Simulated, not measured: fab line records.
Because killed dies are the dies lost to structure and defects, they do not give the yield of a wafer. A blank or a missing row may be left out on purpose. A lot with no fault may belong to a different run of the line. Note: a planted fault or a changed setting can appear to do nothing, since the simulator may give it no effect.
2 desks, one fault -- flow sky130 -- each desk holds nothing but its own numbers, with what lay behind them at the end

## DESK OF THE TOOL OWNER: rtp anneal-01
Per lot that ran on this tool, the mean of the sampled wafers carrying a number, from the tool's own readings at SKY_SD_N_RTA_14 (time 2 s). A lot is out of limits, marked OUT, if its mean lies more than 4 standard deviations from the usual mean; the brackets give that distance.
Columns: A = lamp power pct at SKY_SD_N_RTA_14, usual 15.74 %; B = wafer_temp_C_max at SKY_SD_N_RTA_14, usual 1078.1
lot,first seen here,A,B
L819,day 27 23:43,15.73,1078.3
L823,day 29 10:13,15.74,1077.7
L824,day 30 01:01,15.71,1077.8
L827,day 30 14:47,15.72,1078.4
L831,day 31 23:44,15.29 (-9.3) OUT,1077.6
L833,day 32 19:17,15.33 (-8.5) OUT,1078.8
This desk's finding: out of limits on L831, L833; first on L831, day 31 23:44 (lamp power pct at SKY_SD_N_RTA_14). L819, L823, L824, L827 stayed within limits.

## AT THE METROLOGY DESK
Lot by lot, what the gauges showed, no matter which tool ran the lot: averages of those sampled wafers that carry a number. A lot is out of limits, marked OUT, if its mean lies more than 4 standard deviations from the usual mean; the brackets give that distance.
Columns: A = SD_P_TW at SKY_SD_P_TW_MEAS_11, usual 2825; B = SD_N_RS at SKY_SD_N_RS_MEAS_16, usual 68.67 ohm/sq; C = SD_P_RS at SKY_SD_N_RS_MEAS_17, usual 147.3 ohm/sq
lot,first seen here,A,B,C
L819,day 25 12:58,2805,68.81,147.6
L822,day 26 18:50,2824,68.80,147.5
L823,day 27 00:52,2816,68.62,146.7
L825,day 27 15:05,2816,68.64,147.1
L824,day 27 15:46,2810,68.64,147.5
L827,day 28 06:07,2829,68.62,147.2
L830,day 29 11:16,2827,68.65,147.2
L831,day 29 15:58,2869,70.50 (+15) OUT,157.2 (+25) OUT
L832,day 29 17:46,2864,68.70,147.6
L833,day 30 12:07,2856,70.54 (+16) OUT,157.4 (+25) OUT
L840,day 32 16:53,2816,68.64,147.2
This desk's finding: out of limits on L831, L833; first on L831, day 31 23:54 (SD_N_RS at SKY_SD_N_RS_MEAS_16). L819, L822, L823, L825, L824, L827, L830, L832, L840 stayed within limits.

## BROUGHT TOGETHER
The tool owner's desk had the chance to raise an alarm at day 31 23:44 on L831, L833.
An alarm was possible from the metrology desk at day 31 23:54, on L831, L833.
The lots listed all ran SKY_SD_N_RTA_14 on rtp anneal-01.

## WHAT THE SIMULATOR PUT IN
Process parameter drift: rtp anneal-01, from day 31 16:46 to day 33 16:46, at SKY_SD_N_RTA_14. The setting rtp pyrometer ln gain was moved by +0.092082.
Struck lots among those shown: L831, L833.
Hours from the fault's start to each desk's first reading out of limits: the tool owner's desk, 7; the metrology desk, 7.
